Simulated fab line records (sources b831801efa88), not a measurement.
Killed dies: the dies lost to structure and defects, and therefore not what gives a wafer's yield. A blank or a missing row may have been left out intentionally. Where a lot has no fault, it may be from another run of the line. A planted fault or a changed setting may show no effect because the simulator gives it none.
One fault through the eyes of 2 desks + flow sky130 + every desk sees just its own numbers, and what lay behind them comes last

## THE METROLOGY DESK
What the gauges read, lot by lot, whatever tool the lot ran on: means of the sampled wafers that have a number. If a lot's mean is further than 4 standard deviations from the usual mean, the lot is out of limits and carries the mark OUT (the distance appears in the brackets).
Columns: A = PWDE_RS at SKY_NWELL_RS_MEAS_31, usual 5282 ohm/sq; B = SONOS_TUNNEL_OVL at SKY_SONOS_TUNNEL_OVL_MEAS_08, usual 0.5 nm
| lot  | first seen here | A    | B    |
|------|-----------------|------|------|
| L317 | day 5 07:09     | 5284 | -0.3 |
| L318 | day 5 16:04     | 5268 | -1.6 |
| L320 | day 6 01:59     | 5272 | 0.5  |
| L322 | day 6 12:38     | 5281 | -1.0 |
| L323 | day 6 19:22     | 5254 | -0.3 |
| L325 | day 7 08:02     | 5264 | 1.2  |
| L327 | day 7 20:59     | 5265 | -0.7 |
| L328 | day 8 01:52     | 5284 | 2.7  |
| L335 | day 10 01:33    | 5315 | -1.7 |
| L337 | day 10 08:11    | 5263 | 1.5  |
| L339 | day 10 21:22    | 5268 | 2.5  |
| L340 | day 11 06:53    | 5279 | 2.3  |
Result from this desk: across the 12 lots, nothing is out of limits.

## TOOL OWNER'S DESK, rie-diel-03
The tool's own readings at SKY_FIELD_ISO_ETCH_15 (etches the open film in CHF3/O2, stops on Si, target depth 180 nm, time 72 s): means of the sampled wafers that have a number, for each lot that ran on this tool. If a lot's mean is further than 4 standard deviations from the usual mean, the lot is out of limits and carries the mark OUT (the distance appears in the brackets).
Columns: A = O2_flow_sccm at SKY_FIELD_ISO_ETCH_15, usual 4.997 sccm; B = bias-w at SKY_FIELD_ISO_ETCH_15, usual 200.0 W; C = drypump-motor-current-A at SKY_FIELD_ISO_ETCH_15, usual 5.6 A; D = oes-product-au at SKY_FIELD_ISO_ETCH_15, usual 0.947 a.u.; E = throttle-valve-pct at SKY_FIELD_ISO_ETCH_15, usual 8.845 %
| lot  | first seen here | A     | B     | C   | D                | E                |
|------|-----------------|-------|-------|-----|------------------|------------------|
| L323 | day 3 13:15     | 5.000 | 200.0 | 5.6 | 0.944            | 8.839            |
| L325 | day 3 22:22     | 5.002 | 199.9 | 5.7 | 0.841 (-16) OUT  | 8.820            |
| L327 | day 4 07:34     | 4.992 | 199.9 | 5.7 | 0.885 (-9.4) OUT | 8.830            |
| L328 | day 4 13:57     | 5.002 | 199.7 | 5.5 | 0.851 (-14) OUT  | 8.807 (-4.2) OUT |
| L340 | day 7 08:12     | 4.999 | 200.0 | 5.4 | 0.945            | 8.848            |
This desk finds L325, L327, L328 out of limits, L325 being first, at day 3 22:22 (oes-product-au at SKY_FIELD_ISO_ETCH_15). L323, L340: within limits.

## BROUGHT TOGETHER
At day 3 22:22, on L325, L327, L328, the tool owner's desk was in a position to raise an alarm.
From the metrology desk's view, nothing was out of limits.
The metrology desk has L325, L327, L328 on record, within its limits.
Every lot named ran SKY_FIELD_ISO_ETCH_15 on rie-diel-03.

## WHAT THE SIMULATOR HAD INSERTED
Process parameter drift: rie-diel-03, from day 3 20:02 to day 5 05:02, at SKY_FIELD_ISO_ETCH_15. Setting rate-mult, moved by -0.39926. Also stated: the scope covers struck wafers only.
Shown lots that were struck: L325, L327, L328.
How many hours passed from the start of the fault until each desk's first out-of-limits reading: the tool owner's desk, 2.
